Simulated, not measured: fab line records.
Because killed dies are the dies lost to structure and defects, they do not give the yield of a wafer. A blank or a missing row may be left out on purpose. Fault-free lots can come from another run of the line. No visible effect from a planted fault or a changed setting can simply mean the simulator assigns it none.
Which tool was responsible? -- flow sky130 -- Sampling: 13 lots, 39 wafers, 6 of 708 route steps

## WHAT THE GAUGES READ, wafer by wafer
SKY_LDD_HVN_OVL_MEAS_07.
lot,measured,on,LDD_HVN_OVL (nm)
L545,day 19 17:44,overlay-01,0.5 0.1 -0.5
L546,day 20 00:55,overlay-01,-1.2 -1.6 -1.0
L547,day 21 03:59,overlay-01,-1.7 -0.9 -1.0
L549,day 23 08:50,overlay-02,0.2 -0.4 0.6
L550,day 23 09:47,overlay-01,-1.1 -1.2 -1.2
L551,day 23 23:26,overlay-02,-2.7 0.2 -0.3
L552,day 24 05:39,overlay-01,-0.5 0.2 2.1
L554,day 24 05:49,overlay-01,2.1 0.1 1.4
L555,day 24 06:53,overlay-01,-0.4 0.2 -0.9
L560,day 26 18:25,overlay-02,-2.1 0.8 -1.4
L563,day 27 04:49,overlay-02,2.6 1.9 1.7
L562,day 27 08:38,overlay-02,-0.7 0.9 -0.1
L567,day 28 05:39,overlay-02,0.0 0.5 -0.7

SKY_SD_N_RS_MEAS_16: a four-point-probe measurement.
lot,measured,on,SD_N_RS (ohm/sq)
L545,day 27 09:28,film_metro-01,68.59 68.70 68.56
L546,day 27 12:51,film_metro-03,68.35 68.27 68.57
L547,day 28 16:33,film_metro-03,68.60 68.67 68.65
L549,day 30 15:59,film_metro-03,68.66 68.43 68.55
L550,day 30 18:27,film_metro-01,68.59 68.55 68.59
L551,day 31 04:32,film_metro-01,68.76 68.48 68.71
L552,day 31 10:22,film_metro-02,68.74 68.67 68.47
L554,day 31 14:29,film_metro-03,68.56 68.58 68.62
L555,day 31 14:38,film_metro-01,68.70 68.68 68.60
L560,day 33 21:08,film_metro-03,65.44 65.50 65.38
L563,day 34 07:04,film_metro-01,68.53 68.59 68.44
L562,day 34 09:14,film_metro-01,65.31 65.52 65.24
L567,day 35 03:40,film_metro-02,68.41 68.71 68.47

SKY_SD_N_RS_MEAS_17: a four-point-probe measurement.
lot,measured,on,SD_P_RS (ohm/sq)
L545,day 27 09:35,film_metro-01,146.4 147.1 146.1
L546,day 27 12:58,film_metro-03,146.9 146.9 146.5
L547,day 28 16:40,film_metro-03,147.8 147.3 147.4
L549,day 30 16:07,film_metro-03,147.5 146.9 146.9
L550,day 30 18:34,film_metro-01,146.8 146.8 147.6
L551,day 31 04:39,film_metro-01,147.7 147.8 147.9
L552,day 31 10:29,film_metro-02,147.0 147.0 147.5
L554,day 31 14:36,film_metro-03,147.1 147.4 147.3
L555,day 31 14:45,film_metro-01,147.2 147.6 147.0
L560,day 33 21:15,film_metro-03,132.3 132.2 132.1
L563,day 34 07:11,film_metro-01,146.7 147.0 146.8
L562,day 34 09:21,film_metro-01,131.4 132.3 131.6
L567,day 35 03:47,film_metro-02,146.9 147.4 146.8

SKY_LI_CONTACT_BOW_MEAS_03.
lot,measured,on,LI_CONTACT_BOW (um)
L545,day 27 10:19,film_metro-02,48 64 56
L546,day 27 13:41,film_metro-03,63 51 52
L547,day 28 17:23,film_metro-01,59 55 71
L549,day 30 17:08,film_metro-01,39 50 62
L550,day 30 19:20,film_metro-01,56 76 61
L551,day 31 05:22,film_metro-02,50 50 57
L552,day 31 11:13,film_metro-01,54 56 55
L554,day 31 15:21,film_metro-03,57 56 57
L555,day 31 15:39,film_metro-01,56 55 44
L560,day 33 21:58,film_metro-01,63 68 53
L563,day 34 07:55,film_metro-02,64 53 54
L562,day 34 10:04,film_metro-01,54 57 59
L567,day 35 04:30,film_metro-03,47 60 41

SKY_LOCAL_INTERCONNECT_CD_MEAS_11: target cd 170 nm.
lot,measured,on,cd_nm (nm)
L545,day 29 21:25,cd_sem-02,169.6 168.9 169.5
L546,day 29 23:46,cd_sem-01,171.3 172.6 171.5
L547,day 31 03:13,cd_sem-02,172.2 170.5 171.4
L549,day 33 01:32,cd_sem-02,171.0 171.6 171.5
L550,day 33 03:23,cd_sem-02,168.2 168.3 170.4
L551,day 33 12:05,cd_sem-02,171.3 170.7 169.6
L552,day 33 19:43,cd_sem-01,167.7 167.1 167.1
L554,day 33 21:59,cd_sem-02,169.4 167.8 166.8
L555,day 33 22:20,cd_sem-01,166.9 166.5 167.1
L560,day 36 04:32,cd_sem-02,169.6 170.8 170.1
L563,day 36 14:37,cd_sem-01,171.0 170.6 172.3
L562,day 36 15:38,cd_sem-02,170.5 171.3 171.0
L567,day 37 10:05,cd_sem-01,169.3 172.2 169.2

## TOOL THAT RAN EACH LOT (tool first, then ch and the chambers of the sampled wafers, then the start)
lot,SKY_SD_N_RTA_14
L545,"rtp_anneal-02 ch 0, day 27 09:18"
L546,"rtp_anneal-01 ch 0, day 27 12:40"
L547,"rtp_anneal-02 ch 0, day 28 16:19"
L549,"rtp_anneal-02 ch 0, day 30 15:49"
L550,"rtp_anneal-01 ch 0, day 30 18:17"
L551,"rtp_anneal-02 ch 0, day 31 04:21"
L552,"rtp_anneal-02 ch 0, day 31 10:11"
L554,"rtp_anneal-01 ch 0, day 31 14:19"
L555,"rtp_anneal-02 ch 0, day 31 14:27"
L560,"rtp_anneal-02 ch 0, day 33 20:58"
L563,"rtp_anneal-01 ch 0, day 34 06:53"
L562,"rtp_anneal-02 ch 0, day 34 09:03"
L567,"rtp_anneal-01 ch 0, day 35 03:28"
- SKY_SD_N_RTA_14: time 2 s.

## WHAT THE TOOLS THEMSELVES READ (means of the sampled wafers that have a number; where no wafer has one, the mark that the record gives instead)
SKY_SD_N_RTA_14.
lot,tool,lamp_power_pct (%),wafer_temp_C_max
L545,rtp_anneal-02,15.75,1077.8
L546,rtp_anneal-01,15.77,1078.6
L547,rtp_anneal-02,15.68,1078.3
L549,rtp_anneal-02,15.73,1078.9
L550,rtp_anneal-01,15.69,1077.7
L551,rtp_anneal-02,15.71,1080.0
L552,rtp_anneal-02,15.79,1078.5
L554,rtp_anneal-01,15.74,1077.6
L555,rtp_anneal-02,15.73,1078.6
L560,rtp_anneal-02,16.13,1096.2
L563,rtp_anneal-01,15.77,1077.3
L562,rtp_anneal-02,16.09,1094.7
L567,rtp_anneal-01,15.73,1080.2

## THE ANSWER, worked out from the rows above alone
Rule: the usual values come from the lots themselves. The widest of any qualifying gaps counts: lots, ordered by their means at a reading, are off when they make up no more than a third of the lots, leave a main group of 4 or more, and stand apart from it by 3 or more times the standard deviation of that group's means. Not used: any main group whose means are identical at the precision the tables above print for the reading. Also off: a lot with no number at a reading for which 4 or more lots have one. Where the step has rows for the other lots, those lots are counted as sound. The gauges are gone through in route order, then the tools' own readings, and for those a lot's mean is taken as printed above. At the first step where some lot is off, the reading lying furthest off is the one used; lots without a number count as furthest.
Off: L560, L562, at SKY_SD_N_RS_MEAS_16 (SD_N_RS). For the main group the mean is 68.58 ohm/sq and the standard deviation 0.073.
If a tool, at a process step before that reading, ran all the lots that are off and no sound lot after the first of them, it fits. The gauges at SKY_SD_N_RS_MEAS_16 aren't tried: what is off there is off at SKY_SD_N_RTA_14 too, on other tools, and a gauge's error can't cause that. One fits: rtp_anneal-02 at SKY_SD_N_RTA_14. Its last sound lot is L555 (day 31 14:27), its first lot that is off L560 (day 33 20:58): a fault that began between those two fits.
The tool's own readings at SKY_SD_N_RTA_14 bear it out: on the lots that are off they differ by more than 5 times the standard deviation of the sound lots' means. lamp_power_pct reads 16.11 % there against 15.74 % on the sound lots; wafer_temp_C_max reads 1095.5 there against 1078.5 on the sound lots.

## WHAT WAS PUT IN BY THE SIMULATOR
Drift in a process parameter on rtp_anneal-02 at SKY_SD_N_RTA_14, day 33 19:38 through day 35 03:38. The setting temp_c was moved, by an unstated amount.
Shown lots that were struck: L560, L562. The rule above found the same.
